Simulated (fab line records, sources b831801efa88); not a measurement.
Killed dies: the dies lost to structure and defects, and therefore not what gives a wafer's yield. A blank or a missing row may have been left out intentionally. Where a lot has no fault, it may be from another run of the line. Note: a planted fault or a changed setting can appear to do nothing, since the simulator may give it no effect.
A struck lot beside a sound one + flow sky130 + 15 out of 708 route steps
Sound: these wafers, L810.2, L810.4, L810.6. The struck wafers were L814.2, L814.4, L814.5. The cause comes at the end.
For every step that has rows: the tool of each side, followed by ch and its chambers, followed by its first start. Under that, the readings that differ: sound wafers + struck wafers + difference of the means + sigmas: that difference in standard deviations of wafers without a fault.
alike: words and numbers the same on both sides, and readings whose means are apart by under 2 such deviations; not compared: readings that were withheld, readings missing a value for some wafer, numbers with overlapping values and no deviation given by the record, and bounds like >300 which may hide the same value.
A row with sigmas, a row that says differs or no value, or rows on one side alone: a step with any of these is where the two part. When numbers do not overlap yet have no deviation, they are printed without sigmas and do not part them. A reading that every wafer of one side lacks parts them only if that side has two wafers or more.

SKY_LDD_HVN_OVL_MEAS_07:
  sound on overlay-01, day 20 14:34; struck on overlay-01, day 22 00:56
  alike: LDD_HVN_OVL
after that, 1 step had no rows for these wafers: SKY_LDD_HVN_IMPLANT_08.
SKY_LDD_HVN_STRIP_09: strips in O2/N2.
  sound on plasma asher-01 ch 0,1, day 20 14:45; struck on plasma asher-02 ch 0,1, day 22 01:07
  alike: drypump motor current A, oes product au, strip time to endpoint s
  not compared: rf hours counter h
SKY_LDD_HVN_TW_MEAS_10:
  sound on film metro-03, day 20 14:52; struck on film metro-01, day 22 01:13
  alike: LDD_HVN_TW
then, 7 steps without rows for these wafers: SKY_LDD_HVP_DEHYDRATE_00 (time 60 s); SKY_LDD_HVP_HMDS_01 (prime time 60 s); SKY_LDD_HVP_COAT_02 (resist thk 300 nm); SKY_LDD_HVP_SOFTBAKE_03 (time 60 s); SKY_LDD_HVP_EXPOSE_04 (exposes mask HVPTM, target cd 700 nm); SKY_LDD_HVP_PEB_05; SKY_LDD_HVP_DEVELOP_06 (develop time 60 s).
SKY_LDD_HVP_OVL_MEAS_07:
  sound on overlay-02, day 21 21:20; struck on overlay-02, day 23 07:05
  alike: LDD_HVP_OVL
SKY_LDD_HVP_IMPLANT_08:
  sound on implanter-02 ch 0, day 21 21:23; struck on implanter-02 ch 0, day 23 07:08
| reading                   | sound                | struck               | difference | sigmas      |
|---------------------------|----------------------|----------------------|------------|-------------|
| beam energy keV           | 20.000 19.999 19.996 | 16.798 16.790 16.797 | -3.203     | -99 or more |
| model.implant.rp nm (nm)  | 61.91 61.91 61.91    | 53.62 53.62 53.62    | -8.29      |             |
| model.implant.drp nm (nm) | 28.53 28.53 28.53    | 25.16 25.16 25.16    | -3.37      |             |
  alike: end station pressure torr
SKY_LDD_HVP_STRIP_09: strips in O2/N2.
  sound on plasma asher-01 ch 0,1, day 21 21:31; struck on plasma asher-03 ch 0,1, day 23 07:16
  alike: drypump motor current A, oes product au, strip time to endpoint s
  not compared: rf hours counter h
-- a jump in the record: the struck wafers' starts before and after are 24 days apart (it breaks off in module LDD_HVP and resumes in module PAD_OPEN, where the first step shown is number 708 of the route) --
SKY_PAD_OPEN_PROBE_99:
  sound on prober-02, day 46 00:20; struck on prober-01, day 47 01:16
| reading                        | sound          | struck         | difference | sigmas |
|--------------------------------|----------------|----------------|------------|--------|
| model.etest.tip_p_5v.rs ohm sq | 2872 2873 2877 | 2957 2946 2930 | +70        |        |
  alike: killed_at_M0_to_M3, killed_at_M4_up, killed at contacts, killed at front end, killed at other, killed dies, killed open, killed short

== WHERE THEY PART ==
SKY_LDD_HVP_IMPLANT_08 only, going by this record. Later steps at which nothing parts them and some readings are alike: SKY_LDD_HVP_STRIP_09, SKY_PAD_OPEN_PROBE_99.

WHY: what had been put in by the simulator
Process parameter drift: implanter-02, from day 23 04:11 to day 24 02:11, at SKY_LDD_HVP_IMPLANT_08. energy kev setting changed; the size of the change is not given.
